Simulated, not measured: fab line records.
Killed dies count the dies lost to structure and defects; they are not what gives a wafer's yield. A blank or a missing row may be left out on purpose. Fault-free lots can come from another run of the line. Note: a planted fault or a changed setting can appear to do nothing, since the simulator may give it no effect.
Which tool is to blame? / flow gf180mcu / 19 wafers from 7 lots sampled at 3 of the route's 602 steps

## WHAT THE GAUGES READ, wafer by wafer
GF_VT_IMPLANT_TW_MEAS_21.
lot=L820; measured=day 6 14:53; on=film metro-02; VT_IMPLANT_2_TW=1176 1177 1176
lot=L822; measured=day 7 00:27; on=film metro-02; VT_IMPLANT_2_TW=1197 1185 1184
lot=L824; measured=day 7 13:59; on=film metro-02; VT_IMPLANT_2_TW=1189 1188 1191
lot=L826; measured=day 8 03:04; on=film metro-02; VT_IMPLANT_2_TW=1189 1189 1189
lot=L830; measured=day 9 03:52; on=film metro-01; VT_IMPLANT_2_TW=1211 1211 1211
lot=L837; measured=day 11 08:10; on=film metro-01; VT_IMPLANT_2_TW=1212 1212
lot=L840; measured=day 12 00:19; on=film metro-01; VT_IMPLANT_2_TW=1217 1212

## EACH LOT AND THE TOOL THAT RAN IT (in order: tool; ch and the chambers of the sampled wafers; start)
lot=L820; GF_DNWELL_STRIP_08=plasma asher-03 ch 0,1, day 3 01:49; GF_VT_IMPLANT_IMPLANT_08=implanter-04 ch 0, day 5 23:26
lot=L822; GF_DNWELL_STRIP_08=plasma asher-04 ch 0,1, day 3 09:56; GF_VT_IMPLANT_IMPLANT_08=implanter-03 ch 0, day 6 09:31
lot=L824; GF_DNWELL_STRIP_08=plasma asher-03 ch 0,1, day 3 20:34; GF_VT_IMPLANT_IMPLANT_08=implanter-01 ch 0, day 6 21:43
lot=L826; GF_DNWELL_STRIP_08=plasma asher-04 ch 0,1, day 4 08:10; GF_VT_IMPLANT_IMPLANT_08=implanter-04 ch 0, day 7 09:55
lot=L830; GF_DNWELL_STRIP_08=plasma asher-02 ch 0,1, day 5 04:41; GF_VT_IMPLANT_IMPLANT_08=implanter-01 ch 0, day 8 10:45
lot=L837; GF_DNWELL_STRIP_08=plasma asher-04 ch 0,1, day 6 23:11; GF_VT_IMPLANT_IMPLANT_08=implanter-04 ch 0, day 10 13:04
lot=L840; GF_DNWELL_STRIP_08=plasma asher-02 ch 0,1, day 7 13:23; GF_VT_IMPLANT_IMPLANT_08=implanter-04 ch 0, day 11 04:50
- GF_DNWELL_STRIP_08: strips in O2/N2.
- GF_VT_IMPLANT_IMPLANT_08

## THE ANSWER, worked out from the rows above alone
Rule: the usual values come from the lots themselves. The widest of any qualifying gaps counts: lots, ordered by their means at a reading, are off when they make up no more than a third of the lots, leave a main group of 4 or more, and stand apart from it by 3 or more times the standard deviation of that group's means. The tables above print the reading to a certain number of digits; a main group whose means all agree to those digits is not used. Also off: a lot with no number at a reading for which 4 or more lots have one. Where the step has rows for the other lots, those lots are counted as sound.
None of the lots is off at any reading shown; this tells nothing.

## WHAT THE SIMULATOR PUT IN
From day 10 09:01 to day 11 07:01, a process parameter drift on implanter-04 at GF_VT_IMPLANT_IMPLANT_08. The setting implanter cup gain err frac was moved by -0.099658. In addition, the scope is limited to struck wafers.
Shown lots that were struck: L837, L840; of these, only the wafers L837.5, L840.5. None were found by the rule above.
